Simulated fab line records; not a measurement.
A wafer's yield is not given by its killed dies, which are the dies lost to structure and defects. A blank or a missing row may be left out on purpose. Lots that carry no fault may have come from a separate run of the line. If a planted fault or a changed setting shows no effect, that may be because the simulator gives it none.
One fault seen from 2 desks + flow sky130 + what lay behind the numbers comes last; until then each desk has only its own

THE METROLOGY DESK
What the gauges read for every lot (on any tool): the sampled wafers with a number, averaged. Marked OUT: a lot whose mean sits more than 4 standard deviations from the usual mean, which makes it out of limits; the brackets give that distance.
Columns: A = SONOS_TUNNEL_TW at SKY_SONOS_TUNNEL_TW_MEAS_12, usual 197.3; B = SONOS_ONO_CVD_04_THK at SKY_SONOS_ONO_THK_MEAS_05, usual 5.72 nm
| lot  | first seen here | A     | B               |
|------|-----------------|-------|-----------------|
| L173 | day 11 07:10    | 195.9 | 5.75            |
| L175 | day 11 22:18    | 197.6 | 5.69            |
| L177 | day 12 17:28    | 196.9 | 5.71            |
| L178 | day 12 22:10    | 197.7 | 5.96            |
| L179 | day 13 04:39    | 197.1 | 5.70            |
| L180 | day 13 13:47    | 197.7 | 5.73            |
| L182 | day 14 04:14    | 197.7 | 5.99            |
| L184 | day 14 21:08    | 198.2 | 5.63            |
| L185 | day 15 11:38    | 196.6 | 5.84            |
| L187 | day 15 20:55    | 198.1 | 6.68 (+6.9) OUT |
| L188 | day 16 08:41    | 196.7 | 6.53 (+5.8) OUT |
| L189 | day 16 15:39    | 196.9 | 6.63 (+6.5) OUT |
Finding of this desk: L187, L188, L189 out of limits, first seen on L187 at day 16 03:26 (SONOS_ONO_CVD_04_THK at SKY_SONOS_ONO_THK_MEAS_05). Within limits: L173, L175, L177, L178, L179, L180, L182, L184, L185.

TOOL OWNER'S DESK, lpcvd-03
The tool's own readings at SKY_SONOS_ONO_CVD_04 (deposits SiO2 from SiH4/N2O, target thk 5.7199 nm): means of the sampled wafers that have a number, for each lot that ran on this tool. Marked OUT: a lot whose mean sits more than 4 standard deviations from the usual mean, which makes it out of limits; the brackets give that distance.
Columns: A = zone_power_centre_pct at SKY_SONOS_ONO_CVD_04, usual 20.9 %
| lot  | first seen here | A    |
|------|-----------------|------|
| L173 | day 11 12:07    | 22.9 |
| L175 | day 12 02:25    | 17.5 |
| L177 | day 12 21:34    | 22.5 |
| L178 | day 13 01:57    | 17.6 |
| L179 | day 13 08:19    | 17.7 |
| L180 | day 13 18:07    | 22.7 |
| L182 | day 14 08:56    | 22.9 |
| L184 | day 15 01:11    | 22.6 |
| L185 | day 15 17:11    | 17.4 |
| L187 | day 16 02:11    | 22.7 |
| L188 | day 16 12:20    | 22.5 |
| L189 | day 16 23:31    | 22.7 |
Finding of this desk: none of the 12 lots has anything out of limits.

BROUGHT TOGETHER
At day 16 03:26 the metrology desk could have sounded an alarm, on L187, L188, L189.
Nothing out of limits was seen by the tool owner's desk.
Tool owner's desk: L187, L188, L189 on record, inside its limits.
SKY_SONOS_ONO_CVD_04 was run on lpcvd-03 by each of the lots named.

WHAT WAS PUT IN BY THE SIMULATOR
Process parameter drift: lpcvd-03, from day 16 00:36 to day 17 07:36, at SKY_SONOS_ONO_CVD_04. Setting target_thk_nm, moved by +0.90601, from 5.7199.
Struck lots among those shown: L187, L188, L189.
Hours from the fault's start to each desk's first reading out of limits: the metrology desk, 3.
